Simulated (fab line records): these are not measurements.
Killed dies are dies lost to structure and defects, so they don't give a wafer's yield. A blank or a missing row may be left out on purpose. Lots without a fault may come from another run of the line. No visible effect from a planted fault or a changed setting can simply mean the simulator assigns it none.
8D (eight disciplines) problem report, filled in by code || flow sky130 || the parts of the form that need people (team, actions taken, sign-off) are left out

1. PROBLEM STATEMENT
Across 6 wafers from 2 lots, LDD_LDN_TW at SKY_LDD_LDN_TW_MEAS_13 averages 1356, while fault-free wafers read 1482 with a standard deviation of 8.4. That is -15 standard deviations from the usual mean.
Earliest sighting: wafer L918.2 on film-metro-04 at day 29 23:27. Wafers with a number at this step in the record: 42, from 14 lots. Rule for "out", or "out of limits": more than 4 standard deviations from the usual mean. The other wafers with a number count as sound.

2. WHAT IT IS; WHAT IT IS NOT
{"question": "which readings at this step", "is": "LDD_LDN_TW", "is not": "-"}
{"question": "which lots", "is": "L918, L919", "is not": "L898, L899, L900, L901, L902, L905, L908, L909, L911, L914, L920, L921"}
{"question": "which wafers of those lots", "is": "all that have a number", "is not": "-"}
{"question": "read on which gauges", "is": "film-metro-01, film-metro-04", "is not": "film-metro-02"}
{"question": "when", "is": "from day 29 23:27", "is not": "up to then (30 sound wafers); but 6 sound wafers of L920, L921 came after"}

3. WHAT RULES OUT EACH SUSPECT
Counting: any tool at a process step up to the reading is kept as a suspect provided that every lot that is out went through it and no sound lot did after the first of them.
- the gauge at SKY_LDD_LDN_TW_MEAS_13 has been ruled out. Those wafers that are out were read across 2 gauges (film-metro-01, film-metro-04).
- implanter-01 at SKY_LDD_LDN_IMPLANT_08: kept. It processed each lot that is out, first L918 at day 29 22:46, and no sound lot thereafter; up to then, the last sound lot it processed was L911 at day 27 10:53.
The count leaves implanter-01 at SKY_LDD_LDN_IMPLANT_08.

4. THE CAUSE (what the simulator had put in)
Beginning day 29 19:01, the whole step at SKY_LDD_LDN_IMPLANT_08 was skipped on implanter-01. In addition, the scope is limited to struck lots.
Counting left only this tool.

5. THE CHAIN OF EFFECTS, in route order
Each row: a reading whose mean over the struck wafers that have a number lies more than 3 standard deviations from the usual. Only readings for which the record gives a usual standard deviation are gone through. hours: the time from each lot's start at the first step in this table that gives one to its start at this step, as a median over the lots. sigmas: the change in usual standard deviations.
{"hours": 0, "step": "SKY_LDD_LDN_TW_MEAS_13", "reading": "LDD_LDN_TW", "usual": 1482, "on struck wafers": 1356, "change": -126, "sigmas": -15}
Readings that are blank on the struck wafers while sound wafers have them: beam-energy-keV at SKY_LDD_LDN_IMPLANT_08; beam-on-s at SKY_LDD_LDN_IMPLANT_08.

6. HOW IT WOULD HAVE BEEN CAUGHT EARLIER
4 hours passed between the start of the fault at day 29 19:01 and the first reading out of limits at a measuring or inspecting step in this record, taken at day 29 23:27.
At SKY_LDD_LDN_IMPLANT_08 the tool's readings are blank on the struck wafers, where sound wafers have them: an empty tool record is the first sign, and it was there at once.
L919, from the lots that are out (2), started SKY_LDD_LDN_IMPLANT_08 on implanter-01 later than day 29 23:27. A tool hold placed at that time would have kept it from harm.
